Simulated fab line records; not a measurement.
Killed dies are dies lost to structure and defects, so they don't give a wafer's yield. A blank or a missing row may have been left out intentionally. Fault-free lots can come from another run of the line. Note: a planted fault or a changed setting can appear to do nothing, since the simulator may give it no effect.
Matching of chambers    flow sky130    SKY_VIA1_ETCH_15 on rie diel-02 has 4 sister chambers
The step etches SiO2 in C4F8/O2/Ar, stops on TiN, target depth 351 nm, time 54 s. 4 wafers are shown with their chamber, then 8 later ones without.

== WAFERS WITH THEIR CHAMBER ==
wafer   chamber  oes product au (a.u.)
L083.1  3        0.980
L083.2  1        0.977
L083.3  2        0.971
L083.4  0        0.970

== WAFERS WHOSE CHAMBER IS MISSING ==
wafer   oes product au (a.u.)
L083.5  0.973
L083.6  0.972
L089.1  0.967
L089.2  0.960
L089.3  0.973
L089.4  0.982
L089.5  0.977
L089.6  0.955

== WHICH CHAMBER EACH WENT THROUGH ==
wafer   from the rows above                in truth
L083.5  can't be placed: 2 or 0 or 1 or 3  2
L083.6  can't be placed: 2 or 0 or 1 or 3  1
L089.1  can't be placed: 0 or 2 or 1 or 3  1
L089.2  can't be placed: 0 or 2 or 1 or 3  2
L089.3  can't be placed: 2 or 0 or 1 or 3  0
L089.4  can't be placed: 3 or 1 or 2 or 0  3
L089.5  can't be placed: 1 or 3 or 2 or 0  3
L089.6  can't be placed: 0 or 2 or 1 or 3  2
Placed correctly: 0 of 8. From these rows, 8 cannot be placed; in 8 the true chamber is one of the candidates. Wrongly placed: 0.
How it was worked out, from the rows above alone: a wafer's distance from a chamber is the root of the sum, over the readings, of the square of ((its reading less the chamber's mean) divided by the reading's scatter). The wafer belongs to the nearest chamber; if the next one is less than 2 further off, it can't be placed. Each chamber's mean is taken over the wafers shown for it. The scatter (one wafer shown for each chamber): square how far every hidden wafer sits from the nearest shown wafer, average those squares and take the square root.
